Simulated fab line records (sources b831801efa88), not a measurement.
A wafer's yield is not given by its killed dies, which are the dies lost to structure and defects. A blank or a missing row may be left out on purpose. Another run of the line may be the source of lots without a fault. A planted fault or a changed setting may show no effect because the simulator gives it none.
Problem report, 8D (eight disciplines) form, completed by code || flow sky130 || the parts of the form that need people (team, actions taken, sign-off) are left out

1. THE ISSUE
At SKY_NWELL_IMPLANT_24, beam-energy-keV averages 152.09 over 9 wafers from 3 lots, while fault-free wafers read 140.00, standard deviation 0.048. So: +99 or more standard deviations from the usual mean.
Earliest sighting: wafer L871.2 on implanter-03 at day 7 08:24. Wafers with a number at this step in the record: 39, from 13 lots. By rule, "out" or "out of limits" means more than 4 standard deviations away from the usual mean. The other wafers with a number count as sound.

2. WHAT IT IS; WHAT IT IS NOT
{"question": "which readings at this step", "is": "beam-energy-keV", "is not": "beam-on-s"}
{"question": "which lots", "is": "L871, L872, L874", "is not": "L863, L864, L865, L866, L877, L878, L879, L880, L881, L886"}
{"question": "which wafers of those lots", "is": "all that have a number", "is not": "-"}
{"question": "read on which tools", "is": "implanter-03", "is not": "implanter-02, implanter-04"}
{"question": "when", "is": "from day 7 08:24", "is not": "up to then (12 sound wafers); but 18 sound wafers of L877, L878, L879, L880, L881, L886 came after"}

3. SUSPECTS, AND WHAT RULES EACH OUT
Counting: any tool at a process step up to the reading is kept as a suspect provided that every lot that is out went through it and no sound lot did after the first of them.
- implanter-03 at SKY_NWELL_IMPLANT_24: kept. It processed each lot that is out, first L871 at day 7 08:24, and no sound lot thereafter; up to then, the last sound lot it processed was L864 at day 5 08:16. Out on those wafers are its own readings of beam-energy-keV.
After counting, what remains is implanter-03 at SKY_NWELL_IMPLANT_24.

4. THE CAUSE (what the simulator had put in)
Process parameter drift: implanter-03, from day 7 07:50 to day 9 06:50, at SKY_NWELL_IMPLANT_24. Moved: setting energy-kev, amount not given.
Counting left only this tool.

5. THE CHAIN OF EFFECTS, in route order
Rows list readings where the struck wafers' mean (over those with a number) sits beyond 3 standard deviations from the usual. Only readings whose record carries a usual standard deviation are examined. hours: median over the lots of the time between each lot's start at the first step of this table that gives one and its start at this step. sigmas: the change, counted in usual standard deviations.
{"hours": 0, "step": "SKY_NWELL_IMPLANT_24", "reading": "beam-energy-keV", "usual": 140.00, "on struck wafers": 152.09, "change": "+12.09", "sigmas": "+99 or more"}
The process steps in it:
- SKY_NWELL_IMPLANT_24

6. HOW IT WOULD HAVE BEEN CAUGHT EARLIER
In this record the first reading out of limits was taken at day 7 08:24, 1 hour after the fault began at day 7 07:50.
